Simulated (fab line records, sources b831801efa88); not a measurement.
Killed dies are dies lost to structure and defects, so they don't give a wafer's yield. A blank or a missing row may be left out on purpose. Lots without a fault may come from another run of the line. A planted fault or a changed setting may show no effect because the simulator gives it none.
Which tool did it? | flow gf180mcu | 6 lots, 18 wafers sampled, at 2 steps of a route of 602

WHAT THE GAUGES READ, wafer by wafer
GF_HV_LDD_RS_MEAS_53: measures by four-point-probe.
lot  | measured     | on            | HV_LDD_RS (ohm/sq)
L596 | day 13 22:04 | film_metro-01 | 418.0 418.8 417.7
L598 | day 14 10:09 | film_metro-04 | 420.2 418.7 418.7
L603 | day 16 04:20 | film_metro-01 | 417.9 418.7 417.8
L605 | day 16 19:47 | film_metro-01 | 375.1 374.7 376.0
L611 | day 18 21:58 | film_metro-03 | 417.4 418.2 418.1
L613 | day 19 09:34 | film_metro-01 | 418.9 417.4 416.6

WHICH TOOL RAN EACH LOT (tool, then ch and the chambers of the sampled wafers, then the start)
lot  | GF_HV_LDD_IMPLANT_36
L596 | implanter-04 ch 0, day 13 00:34
L598 | implanter-01 ch 0, day 13 12:47
L603 | implanter-04 ch 0, day 15 05:35
L605 | implanter-01 ch 0, day 15 20:45
L611 | implanter-04 ch 0, day 17 21:36
L613 | implanter-04 ch 0, day 18 08:50
- GF_HV_LDD_IMPLANT_36

THE ANSWER, worked out from the rows above alone
Rule: what is usual is taken from the lots themselves. Put in order of their means at a reading, lots are off if they are a third of the lots or fewer, leave a main group of 4 or more, and stand apart from it by a gap of 3 or more times the standard deviation of the main group's means; of several such gaps the widest counts. A main group whose means are all the same, to the digits that the tables above print for the reading, isn't used. A lot without any number at a reading at which 4 lots or more have one is off too. The other lots that the step has rows for count as sound.
Off: L605, at GF_HV_LDD_RS_MEAS_53 (HV_LDD_RS). The main group: mean 418.2 ohm/sq, standard deviation 0.53.
A tool fits if, at a process step before that reading, it ran every lot that is off, and no sound lot after the first of them. The gauges at GF_HV_LDD_RS_MEAS_53 are tried like those tools. One fits: implanter-01 at GF_HV_LDD_IMPLANT_36. Its last sound lot is L598 (day 13 12:47), its first lot that is off L605 (day 15 20:45): a fault that began between those two fits.

WHAT THE SIMULATOR HAD PUT IN
Process parameter drift: implanter-01, from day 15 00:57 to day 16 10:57, at GF_HV_LDD_IMPLANT_36. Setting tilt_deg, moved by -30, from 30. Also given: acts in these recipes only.
Lots struck among those shown: L605. The rule above found the same.
